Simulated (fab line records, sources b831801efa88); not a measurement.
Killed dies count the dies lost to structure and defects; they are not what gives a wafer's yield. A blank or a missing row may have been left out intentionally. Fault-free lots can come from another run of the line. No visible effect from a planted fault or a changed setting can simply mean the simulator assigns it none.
2 desks, one fault + flow sky130 + what lay behind the numbers comes last; until then each desk has only its own

AT THE METROLOGY DESK
Lot by lot, what the gauges showed, no matter which tool ran the lot: averages of those sampled wafers that carry a number. Any lot whose mean is over 4 standard deviations away from the usual mean is out of limits and marked OUT; that distance is given in the brackets.
Columns: A = NWELL_00_OVL at SKY_NWELL_OVL_MEAS_10, usual -0.9 nm; B = VT_ADJUST_HVTR_OVL at SKY_VT_ADJUST_HVTR_OVL_MEAS_08, usual -0.7 nm; C = SONOS_TUNNEL_TW at SKY_SONOS_TUNNEL_TW_MEAS_12, usual 197.7
| lot  | first seen here | A    | B    | C               |
|------|-----------------|------|------|-----------------|
| L983 | day 5 03:01     | 0.2  | -0.3 | 195.9           |
| L985 | day 5 16:55     | 0.3  | -1.0 | 198.3           |
| L986 | day 5 23:36     | -2.2 | -1.3 | 198.2           |
| L987 | day 6 04:06     | -1.5 | -1.0 | 198.3           |
| L988 | day 6 07:14     | -2.6 | -1.5 | 199.1           |
| L992 | day 7 04:59     | -0.4 | -0.7 | 197.2           |
| L994 | day 7 17:17     | -1.3 | -1.9 | 198.2           |
| L995 | day 7 21:11     | -0.7 | -1.9 | 147.2 (-51) OUT |
| L997 | day 8 11:50     | 1.2  | -0.5 | 146.3 (-52) OUT |
| L100 | day 9 17:29     | -2.4 | -0.7 | 198.2           |
| L103 | day 10 02:56    | -1.5 | -0.7 | 198.0           |
| L104 | day 10 09:18    | -2.3 | -0.9 | 196.9           |
This desk's finding: out of limits on L995, L997; first on L995, day 15 21:44 (SONOS_TUNNEL_TW at SKY_SONOS_TUNNEL_TW_MEAS_12). L983, L985, L986, L987, L988, L992, L994, L100, L103, L104 stayed within limits.

DESK OF THE TOOL OWNER: implanter-03
For each lot that ran on this tool, the mean over its sampled wafers that have a number, from the tool's own readings at SKY_SONOS_TUNNEL_IMPLANT_09. Any lot whose mean is over 4 standard deviations away from the usual mean is out of limits and marked OUT; that distance is given in the brackets.
Columns: A = beam_energy_keV at SKY_SONOS_TUNNEL_IMPLANT_09, usual 20.000; B = dose_ions_cm2 at SKY_SONOS_TUNNEL_IMPLANT_09, usual 9.998e+11; C = faraday_current_uA at SKY_SONOS_TUNNEL_IMPLANT_09, usual 5.64
| lot  | first seen here | A      | B                           | C              |
|------|-----------------|--------|-----------------------------|----------------|
| L983 | day 12 00:04    | 19.999 | 1.001e+12                   | 5.76           |
| L987 | day 13 13:30    | 19.999 | 9.987e+11                   | 5.67           |
| L988 | day 13 14:38    | 20.004 | 9.987e+11                   | 5.63           |
| L992 | day 14 23:31    | 20.000 | 9.991e+11                   | 5.77           |
| L995 | day 15 21:19    | 19.999 | 3.391e+11 (-99 or more) OUT | 1.91 (-34) OUT |
| L997 | day 16 17:43    | 20.002 | 3.389e+11 (-99 or more) OUT | 1.92 (-34) OUT |
| L104 | day 19 11:25    | 20.000 | 1.002e+12                   | 5.62           |
This desk finds L995, L997 out of limits, L995 being first, at day 15 21:19 (dose_ions_cm2 at SKY_SONOS_TUNNEL_IMPLANT_09). L983, L987, L988, L992, L104 stayed within limits.

ALL TOGETHER
The tool owner's desk had the chance to raise an alarm at day 15 21:19 on L995, L997.
L995, L997 would have let the metrology desk raise an alarm at day 15 21:44.
All the named lots went through SKY_SONOS_TUNNEL_IMPLANT_09 on implanter-03.

WHAT THE SIMULATOR HAD INSERTED
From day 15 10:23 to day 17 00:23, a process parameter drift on implanter-03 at SKY_SONOS_TUNNEL_IMPLANT_09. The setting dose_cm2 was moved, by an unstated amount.
Shown lots that were struck: L995, L997.
Hours from the fault's start to each desk's first reading out of limits: the tool owner's desk, 11; the metrology desk, 11.
